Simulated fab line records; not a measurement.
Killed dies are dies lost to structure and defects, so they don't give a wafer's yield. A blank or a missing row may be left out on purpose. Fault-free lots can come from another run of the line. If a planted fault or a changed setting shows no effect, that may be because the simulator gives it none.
A struck lot beside a sound one ; flow sky130 ; 14 steps out of a route of 708
Sound: these wafers, L962.1, L962.2, L962.5. The struck wafers were L969.3, L969.4, L969.6. The cause comes at the end.
Each step with rows lists, per side, the tool, then ch with its chambers, then its first start. Under that, the readings that differ: sound wafers ; struck wafers ; difference of the means ; sigmas: that difference in standard deviations of wafers without a fault.
alike: a reading whose means differ by less than 2 such deviations, as well as words and numbers matching on both sides. not compared: withheld readings; readings where some wafer has no value; bounds like >300 that might hide an equal value; numbers whose values overlap and for which the record gives no deviation.
The two part at a step that has a row with sigmas, a row that says differs or no value, or rows on one side only. Numbers that have no deviation but don't overlap get no sigmas and don't part them. A reading missing from all wafers of one side parts the sides only when that side holds two or more wafers.

first, 1 step without rows for these wafers: SKY_VT_ADJUST_HVTP_DEVELOP_06 (develop time 60 s).
SKY_VT_ADJUST_HVTP_CD_MEAS_07: the cd target is 380 nm.
  sound: cd-sem-02 at day 8 12:05; struck: cd-sem-02 at day 10 17:21
  alike: cd-nm
SKY_VT_ADJUST_HVTP_OVL_MEAS_08:
  sound: overlay-02 at day 8 12:12; struck: overlay-01 at day 10 17:26
  alike: VT_ADJUST_HVTP_OVL
following that, these wafers have no rows for 1 step: SKY_VT_ADJUST_HVTP_IMPLANT_09.
SKY_VT_ADJUST_HVTP_STRIP_10: strips in O2/N2.
  sound on plasma-asher-02 ch 0,1, day 8 12:23; struck on plasma-asher-03 ch 0,1, day 10 17:39
  alike: drypump-motor-current-A, oes-product-au, strip-time-to-endpoint-s
  not compared: rf-hours-counter-h
SKY_VT_ADJUST_HVTP_TW_MEAS_11:
  sound: film-metro-03 at day 8 12:29; struck: film-metro-04 at day 10 17:44
  alike: VT_ADJUST_HVTP_TW
then, 6 steps without rows for these wafers: SKY_VT_ADJUST_LVTN_DEHYDRATE_00 (time 60 s); SKY_VT_ADJUST_LVTN_HMDS_01 (prime time 60 s); SKY_VT_ADJUST_LVTN_COAT_02 (resist thk 3000 nm); SKY_VT_ADJUST_LVTN_SOFTBAKE_03; SKY_VT_ADJUST_LVTN_EXPOSE_04 (exposes mask NWM COMPLEMENT LESS NATIVE, target cd 840 nm); SKY_VT_ADJUST_LVTN_PEB_05.
SKY_VT_ADJUST_LVTN_DEVELOP_06: develop time 60 s.
  struck on litho-track-02, day 11 16:00; sound on litho-track-04 ch 0, day 9 09:00
  no value came back on the struck wafers for chill-plate-temp-C (C), develop-time-s (s), exhaust-pa (Pa), resist-line-temp-C (C); on the sound wafers chill-plate-temp-C (C) reads 22.97 22.88 23.04
SKY_VT_ADJUST_LVTN_OVL_MEAS_07:
  sound: overlay-02 at day 9 09:58; struck: overlay-02 at day 11 16:37
reading;sound;struck;difference;sigmas
VT_ADJUST_LVTN_OVL (nm);0.7 -0.9 0.2;- - -;no value on the struck wafers;

WHERE THEY PART
First at SKY_VT_ADJUST_LVTN_DEVELOP_06; last, within this record, at SKY_VT_ADJUST_LVTN_OVL_MEAS_07.

WHY: what had been put in by the simulator
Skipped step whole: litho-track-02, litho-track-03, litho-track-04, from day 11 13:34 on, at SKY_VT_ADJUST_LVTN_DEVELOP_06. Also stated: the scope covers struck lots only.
